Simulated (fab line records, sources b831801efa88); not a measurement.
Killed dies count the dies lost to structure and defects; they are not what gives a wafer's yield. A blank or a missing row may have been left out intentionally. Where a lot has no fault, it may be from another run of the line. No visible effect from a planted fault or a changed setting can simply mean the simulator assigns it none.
Which tool is to blame? | flow sky130 | 11 lots, 33 wafers sampled, at 1 step of a route of 708

## WHAT THE GAUGES SHOWED, per wafer
SKY_FIELD_ISO_CD_MEAS_13: the cd target is 150 nm.
lot  | measured    | on       | cdNm (nm)
L511 | day 2 04:16 | cdSem-02 | 147.6 147.2 148.7
L512 | day 2 07:22 | cdSem-02 | 151.0 150.1 149.1
L513 | day 2 14:38 | cdSem-01 | 149.0 148.8 148.4
L514 | day 2 21:37 | cdSem-01 | 150.1 148.3 147.6
L516 | day 3 08:55 | cdSem-02 | 150.3 150.7 151.2
L523 | day 4 20:00 | cdSem-02 | 151.4 150.9 148.7
L527 | day 5 16:57 | cdSem-02 | 152.6 152.3 153.2
L528 | day 5 20:22 | cdSem-02 | 150.9 149.9 148.5
L529 | day 6 03:22 | cdSem-01 | 150.1 150.3 150.0
L533 | day 6 23:47 | cdSem-01 | 150.2 150.6 151.1
L534 | day 7 04:34 | cdSem-01 | 153.3 151.2 152.8

## EACH LOT AND THE TOOL THAT RAN IT (in order: tool; ch and the chambers of the sampled wafers; start)
Record: no process step prior to these readings.

## THE ANSWER, worked out from the rows above alone
Rule: what is usual is taken from the lots themselves. Put in order of their means at a reading, lots are off if they are a third of the lots or fewer, leave a main group of 4 or more, and stand apart from it by a gap of 3 or more times the standard deviation of the main group's means; of several such gaps the widest counts. The tables above print the reading to a certain number of digits; a main group whose means all agree to those digits is not used. A lot without any number at a reading at which 4 lots or more have one is off too. Where the step has rows for the other lots, those lots are counted as sound.
Across all readings shown, no lot is off: no conclusion can be drawn from this.

## WHAT THE SIMULATOR HAD PUT IN
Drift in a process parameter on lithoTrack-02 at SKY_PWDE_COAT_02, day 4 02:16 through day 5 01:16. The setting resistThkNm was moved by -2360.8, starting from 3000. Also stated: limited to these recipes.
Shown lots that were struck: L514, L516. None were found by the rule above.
